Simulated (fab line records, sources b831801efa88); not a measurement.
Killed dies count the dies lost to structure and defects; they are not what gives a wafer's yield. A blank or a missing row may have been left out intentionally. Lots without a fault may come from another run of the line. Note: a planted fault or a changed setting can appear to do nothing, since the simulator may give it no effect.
fab line records	flow gf180mcu
[record] lots = 13	wafers = 36	lastDay = 34
route steps=602 shown NWELL@52 LVPWELL@63 MVSD@73 VT_IMPLANT@99
lots untouched by any fault: they come from a run of this same line in which no faults occurred
startH: start of the lot's first displayed wafer, in hours after the record's first day	waitH: how many hours have passed since the lot's step before this one	" identical to the entry in the row above	L1.1+2: several wafers, shown together as one row	- value missing, or start not given	* or withheld: withheld	< > ~ a bound
route shown NAME@n: names a module that has steps shown in the file, with the first one's number in the route	usual: the fault-free wafers' mean and standard deviation	same: alike in all rows	chamber/n: place in a boat	sites: each site's reading	_std_site: the values' standard deviation	_edge_site: outer sites' mean less inner sites'	radiusMm: for every site, how far away it sits from the centre of the wafer	mask NAME#n: copy n	behind: tool/chamber where the wafer was last shaped	hold: cause of the lot's hold/its duration in hours/its outcome	device: the n, p or np transistor that did not switch	end of line: tests run on the same wafers once the route is complete	step lacking rows: just its recipe	killed: at the first sort, the dies lost to defects and structure; wafer yield is something else	map: a wafer's dies, marking killed ones x, the rest . and places with no die _
set.NAME: the run value of the setting; set.NAME@STEP: its run value at that earlier step	model.NAME: the simulator's own value behind a step, which no gauge read
steps of the route over a sample of lots; a table a step, a row a wafer
services: when a tool's chamber went out of use (startH, in hours from the record's first day, below 0 if earlier), for how many hours, and the reason
[[steps]]
[step GF_NWELL_STRIP_10]
[recipe] chemistry = O2/N2	powerW = 1400	pressureMtorr = 1500	platenTempC = 250	o2FlowSccm = 3000	n2FlowSccm = 300	overashFraction = 0.5
[usual] drypumpMotorCurrentA = 5.8/0.4	heaterPowerW = 321/24	oesProductAu = 0.722/0.0039	stripTimeToEndpointS = 36.93/0.097
lot.wafer	tool	chamber	startH	waitH	drypumpMotorCurrentA	heaterPowerW	oesProductAu	rfHoursCounterH	stripTimeToEndpointS
L740.2	plasmaAsher-04	1	73.58	0.1	5.1	285	0.724	43	37.00
L740.3	"	0	"	"	6.1	321	0.722	-	36.91
L740.6	"	1	"	"	5.1	292	0.720	-	36.93
L741.1	plasmaAsher-02	1	73.69	0.1	5.7	354	0.732	47	36.86
L741.5	"	1	"	"	5.7	361	0.716	-	37.06
L741.6	"	0	"	"	6.0	327	0.719	-	36.91
L744.2	plasmaAsher-02	1	81.59	0.1	5.7	360	0.730	48	36.91
L744.4	"	1	"	"	5.7	359	0.717	-	36.94
L744.5	"	1	"	"	5.7	358	0.727	-	36.86
L745.3	plasmaAsher-02	1	91.53	0.1	5.7	357	0.719	-	36.84
L745.5	"	1	"	"	5.7	361	0.724	-	36.99
L745.6	"	0	"	"	6.0	320	0.726	-	36.98
L746.3	plasmaAsher-02	1	96.13	0.1	5.7	358	0.724	-	36.95
L746.4	"	0	"	"	6.0	319	0.727	-	37.03
L746.5	"	1	"	"	5.7	361	0.722	-	37.03
L748.2	plasmaAsher-04	0	104.39	0.1	6.1	310	0.720	46	36.84
L748.3	"	1	"	"	5.1	290	0.727	-	36.85
L748.5	"	0	"	"	6.1	323	0.720	-	36.87
L753.1	plasmaAsher-02	0	132.57	0.1	5.9	316	0.721	2	36.73
L753.3	"	0	"	"	6.0	312	0.725	-	36.78
L753.6	"	0	"	"	6.0	308	0.723	-	36.78
L756.2	plasmaAsher-03	0	150.72	0.1	6.5	338	0.716	38	37.08
L756.5	"	0	"	"	6.4	333	0.725	-	37.01
L758.2	plasmaAsher-02	1	160.49	0.1	5.7	346	0.719	5	36.90
L758.4	"	1	"	"	5.7	354	0.721	-	36.86
L759.5	plasmaAsher-04	0	164.25	0.1	6.1	314	0.720	-	36.91
L759.6	"	1	"	"	5.2	281	0.718	-	36.86
L760.1	plasmaAsher-04	1	173.59	0.1	5.1	283	0.727	55	36.81
L760.5	"	1	"	"	5.1	285	0.722	-	36.97
L760.6	"	0	"	"	6.1	322	0.720	-	36.99
L761.2	plasmaAsher-03	0	175.84	0.1	6.4	335	0.722	40	36.83
L761.3	"	1	"	"	6.0	326	0.722	-	36.99
L761.4	"	0	"	"	6.4	336	0.723	-	36.96
L762.1	plasmaAsher-04	1	180.44	0.1	5.1	284	0.723	55	36.79
L762.4	"	1	"	"	5.1	275	0.722	-	36.86
L762.5	"	1	"	"	5.1	290	0.725	-	36.80
[step GF_LVPWELL_IMPLANT_09]
[recipe] species = B	energyKev = 60	doseCm2 = 5e+12	tiltDeg = 0
[usual] beamEnergyKeV = 59.998/0.018	beamOnS = 10.00/0.21	faradayCurrentUA = 28.2/0.6
lot.wafer	tool	chamber	startH	waitH	beamEnergyKeV	beamOnS	faradayCurrentUA
L740.2	implanter-01	0	87.51	0.1	59.997	10.14	27.9
L740.3	"	0	"	"	59.985	9.86	28.5
L740.6	"	0	"	"	60.000	10.37	27.2
L741.1	implanter-04	0	87.78	0.1	60.002	10.38	27.3
L741.5	"	0	"	"	59.997	9.79	28.8
L741.6	"	0	"	"	59.993	9.76	29.0
L744.2	implanter-02	0	95.61	0.1	59.991	9.68	29.1
L744.4	"	0	"	"	60.004	10.20	27.6
L744.5	"	0	"	"	59.988	10.23	27.6
L745.3	implanter-01	0	105.42	0.1	59.997	10.00	28.2
L745.5	"	0	"	"	60.023	9.77	28.8
L745.6	"	0	"	"	60.027	10.18	27.8
L746.3	implanter-02	0	110.52	0.1	60.007	10.13	28.0
L746.4	"	0	"	"	60.013	10.04	28.0
L746.5	"	0	"	"	60.021	9.97	28.3
L748.2	implanter-01	0	118.81	0.1	59.993	10.08	27.9
L748.3	"	0	"	"	59.992	10.12	28.1
L748.5	"	0	"	"	59.992	10.40	27.2
L753.1	implanter-02	0	147.59	0.1	59.978	10.24	27.5
L753.3	"	0	"	"	59.962	10.31	27.2
L753.6	"	0	"	"	60.003	10.04	28.0
L756.2	implanter-01	0	166.66	0.1	59.997	9.94	28.4
L756.5	"	0	"	"	59.975	12.46	22.7
L758.2	implanter-01	0	177.10	0.1	59.991	10.04	28.2
L758.4	"	0	"	"	60.017	12.44	22.7
L759.5	implanter-01	0	180.49	0.1	59.998	12.37	22.8
L759.6	"	0	"	"	60.028	9.94	28.4
L760.1	implanter-02	0	190.22	0.1	59.997	9.78	28.7
L760.5	"	0	"	"	59.960	10.10	27.9
L760.6	"	0	"	"	59.973	10.36	27.1
L761.2	implanter-02	0	192.15	0.1	60.002	10.34	27.2
L761.3	"	0	"	"	59.989	10.07	28.2
L761.4	"	0	"	"	59.996	10.29	27.3
L762.1	implanter-04	0	196.72	0.1	59.969	10.01	28.1
L762.4	"	0	"	"	59.990	9.71	29.1
L762.5	"	0	"	"	59.990	10.11	27.9
[step GF_MVSD_OVL_MEAS_07]
[usual] MVSD_OVL = 0.3/1.5
lot.wafer	tool	chamber	startH	waitH	MVSD_OVL[nm]
L740.2	overlay-02	-	100.81	-	1.2
L740.3	"	-	"	"	0.3
L740.6	"	-	"	"	1.0
L741.1	overlay-01	-	101.36	-	-2.0
L741.5	"	-	"	"	-0.7
L741.6	"	-	"	"	-1.4
L744.2	overlay-01	-	109.94	-	-1.8
L744.4	"	-	"	"	0.0
L744.5	"	-	"	"	-0.3
L745.3	overlay-01	-	120.16	-	-0.4
L745.5	"	-	"	"	-1.1
L745.6	"	-	"	"	-3.0
L746.3	overlay-02	-	125.52	-	-1.1
L746.4	"	-	"	"	1.3
L746.5	"	-	"	"	-1.0
L748.2	overlay-02	-	133.91	-	-2.3
L748.3	"	-	"	"	-2.0
L748.5	"	-	"	"	-1.9
L753.1	overlay-01	-	163.40	-	1.9
L753.3	"	-	"	"	-0.7
L753.6	"	-	"	"	0.7
L756.2	overlay-01	-	182.86	-	1.9
L756.5	"	-	"	"	2.0
L758.2	overlay-01	-	193.36	-	1.7
L758.4	"	-	"	"	1.6
L759.5	overlay-01	-	196.67	-	-2.7
L759.6	"	-	"	"	0.6
L760.1	overlay-02	-	207.25	-	1.7
L760.5	"	-	"	"	1.7
L760.6	"	-	"	"	0.6
L761.2	overlay-01	-	209.26	-	1.6
L761.3	"	-	"	"	1.2
L761.4	"	-	"	"	1.0
L762.1	overlay-02	-	214.10	-	-0.7
L762.4	"	-	"	"	2.5
L762.5	"	-	"	"	-0.8
[step GF_VT_IMPLANT_STRIP_09]
[recipe] chemistry = O2/N2	powerW = 1400	pressureMtorr = 1500	platenTempC = 250	o2FlowSccm = 3000	n2FlowSccm = 300	overashFraction = 0.5
[usual] drypumpMotorCurrentA = 5.8/0.45	heaterPowerW = 315/23	oesProductAu = 0.716/0.0048	stripTimeToEndpointS = 12.61/0.035
lot.wafer	tool	chamber	startH	waitH	drypumpMotorCurrentA	heaterPowerW	oesProductAu	rfHoursCounterH	stripTimeToEndpointS
L740.2	plasmaAsher-02	1	130.34	0.1	5.7	352	0.709	2	12.63
L740.3	"	0	"	"	6.0	307	0.717	-	12.62
L740.6	"	0	"	"	6.0	310	0.718	-	12.63
L741.1	plasmaAsher-03	0	130.64	0.1	6.4	338	0.718	36	12.61
L741.5	"	0	"	"	6.4	342	0.715	-	12.62
L741.6	"	1	"	"	6.0	327	0.725	-	12.64
L744.2	plasmaAsher-03	1	139.34	0.1	6.1	323	0.719	37	12.66
L744.4	"	0	"	"	6.5	332	0.717	-	12.65
L744.5	"	0	"	"	6.5	341	0.721	-	12.62
L745.3	plasmaAsher-04	1	150.91	0.1	5.2	278	0.720	-	12.60
L745.5	"	1	"	"	5.1	285	0.714	-	12.59
L745.6	"	0	"	"	6.1	322	0.711	-	12.59
L746.3	plasmaAsher-04	0	156.31	0.1	6.1	318	0.713	-	12.63
L746.4	"	1	"	"	5.1	282	0.710	-	12.66
L746.5	"	1	"	"	5.1	279	0.722	-	12.64
L748.2	plasmaAsher-04	0	165.87	0.1	6.1	316	0.727	54	12.55
L748.3	"	1	"	"	5.1	277	0.713	-	12.52
L748.5	"	0	"	"	6.1	319	0.715	-	12.53
L753.1	plasmaAsher-04	0	196.37	0.1	6.1	323	0.708	57	12.57
L753.3	"	0	"	"	6.1	304	0.719	-	12.60
L753.6	"	1	"	"	5.2	282	0.715	-	12.63
L756.2	plasmaAsher-04	0	217.54	0.1	6.1	319	0.717	59	12.63
L756.5	"	0	"	"	6.1	317	0.716	-	12.64
L758.2	plasmaAsher-04	0	228.89	0.1	6.1	328	0.710	60	12.61
L758.4	"	0	"	"	6.1	321	0.720	-	12.62
L759.5	plasmaAsher-02	1	232.39	0.1	5.7	354	0.717	-	12.58
L759.6	"	0	"	"	6.0	309	0.716	-	12.61
L760.1	plasmaAsher-04	1	243.44	0.1	5.1	283	0.713	61	12.58
L760.5	"	1	"	"	5.1	282	0.714	-	12.66
L760.6	"	0	"	"	6.1	316	0.720	-	12.62
L761.2	plasmaAsher-03	1	245.34	0.1	6.0	323	0.719	48	12.59
L761.3	"	1	"	"	6.0	312	0.718	-	12.60
L761.4	"	0	"	"	6.4	335	0.722	-	12.62
L762.1	plasmaAsher-04	0	251.37	0.1	6.1	322	0.717	62	12.64
L762.4	"	1	"	"	5.1	286	0.711	-	12.68
L762.5	"	0	"	"	6.1	322	0.712	-	12.62
[step GF_VT_IMPLANT_RS_MEAS_48]
[recipe] thkMeasGauge = four-point-probe
[usual] LVPWELL_RS = 1197/3.4
lot.wafer	tool	chamber	startH	waitH	LVPWELL_RS[ohm/sq]
L740.2	filmMetro-04	-	178.69	0.1	1202
L740.3	"	-	"	"	1201
L740.6	"	-	"	"	1200
L741.1	filmMetro-02	-	178.82	0.1	1196
L741.5	"	-	"	"	1197
L741.6	"	-	"	"	1197
L744.2	filmMetro-03	-	187.71	0.1	1195
L744.4	"	-	"	"	1198
L744.5	"	-	"	"	1196
L745.3	filmMetro-02	-	200.28	0.1	1198
L745.5	"	-	"	"	1193
L745.6	"	-	"	"	1196
L746.3	filmMetro-04	-	206.63	0.1	1195
L746.4	"	-	"	"	1198
L746.5	"	-	"	"	1198
L748.2	filmMetro-02	-	216.03	0.1	1191
L748.3	"	-	"	"	1198
L748.5	"	-	"	"	1194
L753.1	filmMetro-04	-	250.69	0.1	1199
L753.3	"	-	"	"	1196
L753.6	"	-	"	"	1195
L756.2	filmMetro-03	-	274.24	0.1	1198
L756.5	"	-	"	"	1154
L758.2	filmMetro-04	-	286.71	0.1	1202
L758.4	"	-	"	"	1153
L759.5	filmMetro-04	-	290.77	0.1	1154
L759.6	"	-	"	"	1196
L760.1	filmMetro-03	-	303.69	0.1	1200
L760.5	"	-	"	"	1202
L760.6	"	-	"	"	1200
L761.2	filmMetro-02	-	304.75	0.1	1192
L761.3	"	-	"	"	1195
L761.4	"	-	"	"	1194
L762.1	filmMetro-02	-	312.57	0.1	1196
L762.4	"	-	"	"	1193
L762.5	"	-	"	"	1193
[[services]]
tool	chamber	startH	hours	kind
plasmaAsher-03	-	50.24	14.6	pm
plasmaAsher-02	-	55.97	4.1	repair
implanter-04	-	56.00	3.2	repair
plasmaAsher-03	-	68.86	8.2	repair
plasmaAsher-03	-	80.43	2.8	pm
plasmaAsher-04	-	80.92	12.5	repair
implanter-02	-	108.28	1.0	repair
plasmaAsher-02	-	108.75	9.0	pm
implanter-02	-	117.84	7.2	repair
plasmaAsher-03	-	125.28	0.7	repair
plasmaAsher-04	-	126.70	1.3	repair
plasmaAsher-02	-	147.51	2.6	repair
implanter-01	-	153.89	1.4	repair
implanter-01	-	154.38	2.6	repair
implanter-04	-	176.96	3.2	pm
plasmaAsher-03	-	177.88	2.0	repair
implanter-01	-	183.81	1.2	repair
plasmaAsher-04	-	190.15	0.7	repair
plasmaAsher-03	-	208.36	0.5	repair
plasmaAsher-03	-	213.73	0.3	repair
plasmaAsher-04	-	213.96	2.2	repair
implanter-02	-	226.35	5.2	pm
plasmaAsher-04	-	238.04	0.6	repair
plasmaAsher-03	-	246.89	0.9	repair
[[key]]
[firstSign] step = GF_LVPWELL_IMPLANT_09	reading = beamOnS	direction = up	sigmas = 11	usual = 10.00	struck = 12.42
[effect] step = GF_LVPWELL_IMPLANT_09	reading = faradayCurrentUA	direction = down	sigmas = 9.1	usual = 28.2	struck = 22.8
[effect] step = GF_VT_IMPLANT_RS_MEAS_48	reading = LVPWELL_RS	direction = down	sigmas = 13	usual = 1197	struck = 1154
metAt GF_LVPWELL_IMPLANT_09
struckLots L756,L758,L759
struckWafers L756.5,L758.4,L759.5
sortLeftOut L756.5
testerLeftOut L756,L758,L759
notActingAt GF_NWELL_STRIP_10,GF_MVSD_OVL_MEAS_07,GF_VT_IMPLANT_STRIP_09
onsetBetween 118.81 166.66
[fault] kind = processParameterDrift	tool = implanter-01	chamber = -	onsetH = 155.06	steps = GF_LVPWELL_IMPLANT_09	channel = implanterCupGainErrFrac	offset = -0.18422	shape = step	endH = 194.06	scope = struckWafersOnly
// testerLeftOut: of these lots the tester's yield and bins aren't shown, on N5 and GAA mostly nor the transistor test; their killed dies are dies lost to structure and defects alone, not to doping, threshold or leakage, so they don't give the yield
// sortLeftOut: the simulated sort isn't trusted on such a fault, so these wafers' sort isn't shown, and their yield isn't known
